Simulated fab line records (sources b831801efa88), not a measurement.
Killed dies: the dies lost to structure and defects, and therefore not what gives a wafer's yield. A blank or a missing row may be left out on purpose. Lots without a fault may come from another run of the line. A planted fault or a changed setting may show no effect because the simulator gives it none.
Chamber matching || flow sky130 || SKY_VIA2_ETCH_14 on rie-diel-04: 4 sister chambers
The step etches BARC in N2/H2, stops on SiO2, time 45.9 s, target depth 60 nm. 4 wafers are shown with their chamber, then 7 later ones without.

## WAFERS WITH THEIR CHAMBER
{"wafer": "L600.1", "chamber": 2, "drypump-motor-current-A (A)": 5.81}
{"wafer": "L601.2", "chamber": 0, "drypump-motor-current-A (A)": 5.99}
{"wafer": "L602.4", "chamber": 1, "drypump-motor-current-A (A)": 6.21}
{"wafer": "L602.5", "chamber": 3, "drypump-motor-current-A (A)": 5.71}

## WAFERS WITH NO CHAMBER GIVEN
{"wafer": "L602.6", "drypump-motor-current-A (A)": 6.03}
{"wafer": "L611.2", "drypump-motor-current-A (A)": 6.05}
{"wafer": "L611.4", "drypump-motor-current-A (A)": 5.83}
{"wafer": "L611.5", "drypump-motor-current-A (A)": 6.23}
{"wafer": "L614.4", "drypump-motor-current-A (A)": 6.22}
{"wafer": "L614.5", "drypump-motor-current-A (A)": 5.68}
{"wafer": "L614.6", "drypump-motor-current-A (A)": 6.04}

## CHAMBER TAKEN BY EACH
{"wafer": "L602.6", "from the rows above": 0, "in truth": 0}
{"wafer": "L611.2", "from the rows above": 0, "in truth": 0}
{"wafer": "L611.4", "from the rows above": 2, "in truth": 2}
{"wafer": "L611.5", "from the rows above": 1, "in truth": 1}
{"wafer": "L614.4", "from the rows above": 1, "in truth": 1}
{"wafer": "L614.5", "from the rows above": 3, "in truth": 3}
{"wafer": "L614.6", "from the rows above": 0, "in truth": 0}
7 of 7 placed correctly. Number that these rows cannot place: 0. Number placed wrongly: 0.
How it was worked out, from the rows above alone: a wafer's distance from a chamber is the root of the sum, over the readings, of the square of ((its reading less the chamber's mean) divided by the reading's scatter). If the next closest chamber is less than 2 further off than the closest, the wafer can't be placed; otherwise it belongs to the closest. The mean given for a chamber averages the wafers shown for that chamber. The scatter (one wafer shown for each chamber): square how far every hidden wafer sits from the nearest shown wafer, average those squares and take the square root.
